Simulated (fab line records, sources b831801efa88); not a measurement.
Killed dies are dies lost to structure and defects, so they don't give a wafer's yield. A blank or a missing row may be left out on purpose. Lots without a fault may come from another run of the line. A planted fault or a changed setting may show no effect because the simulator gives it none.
A struck lot beside a sound one | flow sky130 | 16 steps out of a route of 708
Sound: wafers L891.1, L891.4, L891.6. Struck: wafer L881.4. (L881.5, L881.6 of the same lot were not struck and are left out.) The cause comes at the end.
At each step with rows: each side's tool, then ch and its chambers, then its first start. Under that, the readings that differ: sound wafers | struck wafers | difference of the means | sigmas: that difference in standard deviations of wafers without a fault.
alike: readings whose means differ by less than 2 such deviations, and words and numbers that are the same on both sides. not compared: withheld readings, readings that some wafer has no value for, bounds like >300 that may hide the same value, and numbers for which the record gives no deviation and whose values overlap.
The two part at a step that has a row with sigmas, a row that says differs or no value, or rows on one side only. Numbers that don't overlap but have no deviation are shown without sigmas and don't part them. A reading that every wafer of one side lacks parts them only if that side has two wafers or more.

first, 2 steps without rows for these wafers: SKY_METAL3_PEB_11; SKY_METAL3_DEVELOP_12 (develop time 60 s).
SKY_METAL3_CD_MEAS_13: target cd 300 nm.
  sound on cd_sem-02, day 44 16:51; struck on cd_sem-02, day 41 13:14
  reading    | sound             | struck | difference | sigmas
  cd_nm (nm) | 298.3 298.7 298.0 | 301.4  | +3.1       | +2
SKY_METAL3_OVL_MEAS_14:
  sound on overlay-01, day 44 16:58; struck on overlay-01, day 41 13:19
  alike: METAL3_OVL
SKY_METAL3_DESCUM_15: chemistry O2, time 8 s.
  sound on rie_metal-02 ch 0, day 44 17:01; struck on rie_metal-01 ch 1, day 41 13:20
  alike: drypump_motor_current_A, oes_product_au
  not compared: rf_hours_counter_h
then, 1 step without rows for these wafers: SKY_METAL3_ETCH_16 (etches BARC in N2/H2, stops on SiO2, time 88.2 s, target depth 60 nm).
SKY_METAL3_ETCH_17: etches SiO2 in C4F8/O2/Ar, stops on TiN, time 3.9 s, target depth 15 nm.
  sound on rie_diel-03 ch 0,1, day 44 17:08; struck on rie_diel-02 ch 2, day 41 13:28
  alike: oes_product_au
  not compared: rf_hours_counter_h
SKY_METAL3_METAL_ETCH_18: etches the open film in Cl2/BCl3, stops on SiO2, target depth 845 nm, time 183.1 s.
  sound on rie_metal-01 ch 1, day 44 17:10; struck on rie_metal-04 ch 0, day 41 13:32
  alike: drypump_motor_current_A, oes_product_au, throttle_valve_pct
  not compared: rf_hours_counter_h
SKY_METAL3_STRIP_19: strips in O2/N2.
  sound on plasma_asher-03 ch 0,1, day 44 17:20; struck on plasma_asher-01 ch 1, day 41 13:41
  alike: drypump_motor_current_A, oes_product_au, strip_time_to_endpoint_s
  not compared: rf_hours_counter_h
then, 3 steps without rows for these wafers: SKY_METAL3_STRIP_20 (strips in post etch residue remover, time 1200 s); SKY_METAL3_CLEAN_21 (cleans in IPA, time 180 s); SKY_METAL3_CLEAN_22 (cleans in O3/DIW).
SKY_VIA3_HDPCVD_00: deposits SiO2, target thk 1635 nm, time 272.5 s.
  sound on hdpcvd-01 ch 0,1,2, day 44 18:00; struck on hdpcvd-02 ch 1, day 41 14:21
  reading                                  | sound          | struck | difference | sigmas
  model.SiO2_of_VIA3_HDPCVD_00.thk_nm (nm) | 1643 1650 1640 | 814.7  | -829.6     |
SKY_VIA3_THK_MEAS_01:
  sound on film_metro-01, day 44 18:10; struck on film_metro-01, day 41 14:41
  reading              | sound          | struck | difference | sigmas
  VIA3_HDPCVD_THK (nm) | 1642 1650 1640 | 815    | -829       | -52
  not compared: hold
SKY_VIA3_CMP_02: polishes SiO2.
  sound on cmp-01 ch 0,2,3, day 44 18:14; struck on cmp-01 ch 0, day 41 16:50
  reading | sound | struck                   | difference                   | sigmas
  hold    | - - - | await_dispo/1.6h/release | no value on the sound wafers |
  alike: motor_current_A, platen_rpm
-- the record jumps here: 7 days lie between the struck wafers' starts before and after (it left off in module VIA3 and takes up again in module PAD_OPEN, whose first step shown is number 708 of the route) --
SKY_PAD_OPEN_PROBE_99:
  sound on prober-02, day 50 15:02; struck on prober-02, day 48 08:21
  reading                               | sound             | struck | difference | sigmas
  model.etest.met4_comb.leak_log10_a_um | -12.07 -12.07 -12 | -6.996 | +5.051     |

WHERE THEY PART
First at SKY_METAL3_CD_MEAS_13; last, within this record, at SKY_VIA3_CMP_02.

WHY: what the simulator had put in
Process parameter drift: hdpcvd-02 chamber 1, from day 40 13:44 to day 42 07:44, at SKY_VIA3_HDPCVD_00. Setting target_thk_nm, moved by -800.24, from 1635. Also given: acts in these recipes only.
